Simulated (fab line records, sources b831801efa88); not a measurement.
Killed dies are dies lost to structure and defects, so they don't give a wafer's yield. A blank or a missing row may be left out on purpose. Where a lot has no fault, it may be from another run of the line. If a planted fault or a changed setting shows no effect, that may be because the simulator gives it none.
One fault through the eyes of 2 desks :: flow sky130 :: numbers are kept per desk, each desk with only its own; the story behind them comes last

TOOL OWNER'S DESK, rie-si-02
The tool's own readings at SKY_POLY_GATE_ETCH_17 (etches poly-Si in HBr/Cl2, stops on SiO2, target depth 180 nm, time 70.5 s): means of the sampled wafers that have a number, for each lot that ran on this tool. If a lot's mean is further than 4 standard deviations from the usual mean, the lot is out of limits and carries the mark OUT (the distance appears in the brackets).
Columns: A = drypump-motor-current-A at SKY_POLY_GATE_ETCH_17, usual 5.8 A; B = oes-product-au at SKY_POLY_GATE_ETCH_17, usual 0.985 a.u.; C = rf-fwd-power-W at SKY_POLY_GATE_ETCH_17, usual 397.1 W; D = throttle-valve-pct at SKY_POLY_GATE_ETCH_17, usual 33.684 %
lot: L931
first seen here: day 18 03:37
A: 5.6
B: 1.005
C: 396.8
D: 33.685

lot: L932
first seen here: day 18 19:40
A: 5.7
B: 1.003
C: 396.7
D: 33.681

lot: L936
first seen here: day 21 05:31
A: 5.6
B: 0.977
C: 397.0
D: 33.680

lot: L942
first seen here: day 22 07:31
A: 5.7
B: 0.986
C: 396.8
D: 33.673

lot: L945
first seen here: day 23 00:31
A: 5.6
B: 0.983
C: 397.8
D: 33.684

lot: L947
first seen here: day 24 06:21
A: 5.7
B: 0.991
C: 396.0
D: 33.685

lot: L949
first seen here: day 24 15:52
A: 5.5
B: 0.975
C: 397.2
D: 33.684
This desk's finding: nothing out of limits on any of the 7 lots.

THE METROLOGY DESK
What the gauges read for every lot (on any tool): the sampled wafers with a number, averaged. If a lot's mean is further than 4 standard deviations from the usual mean, the lot is out of limits and carries the mark OUT (the distance appears in the brackets).
Columns: A = VT_ADJUST_LVTN_01_OVL at SKY_VT_ADJUST_LVTN_OVL_MEAS_18, usual -0.1 nm; B = POLY_GATE_OVL at SKY_POLY_GATE_OVL_MEAS_14, usual -7 nm
lot: L927
first seen here: day 8 06:16
A: 0.5
B: -7

lot: L928
first seen here: day 8 10:32
A: -0.4
B: -4

lot: L931
first seen here: day 9 04:32
A: -0.8
B: -8

lot: L932
first seen here: day 9 10:49
A: 0.5
B: -5

lot: L936
first seen here: day 10 22:10
A: 0.2
B: -1

lot: L938
first seen here: day 11 07:29
A: 1.1
B: -4

lot: L940
first seen here: day 11 22:52
A: -3.2
B: -1

lot: L941
first seen here: day 12 00:07
A: -1.0
B: -4

lot: L942
first seen here: day 12 05:53
A: 0.3
B: -10

lot: L945
first seen here: day 12 23:07
A: -0.2
B: 6

lot: L946
first seen here: day 13 08:11
A: -1.8
B: -8

lot: L947
first seen here: day 13 15:52
A: -0.4
B: -13

lot: L948
first seen here: day 14 00:32
A: -0.5
B: -3

lot: L949
first seen here: day 14 09:53
A: 0.6
B: 3
This desk's finding: nothing out of limits on any of the 14 lots.

PUT TOGETHER
The tool owner's desk saw nothing out of limits.
Metrology desk: nothing out of limits seen.

WHAT THE SIMULATOR PUT IN
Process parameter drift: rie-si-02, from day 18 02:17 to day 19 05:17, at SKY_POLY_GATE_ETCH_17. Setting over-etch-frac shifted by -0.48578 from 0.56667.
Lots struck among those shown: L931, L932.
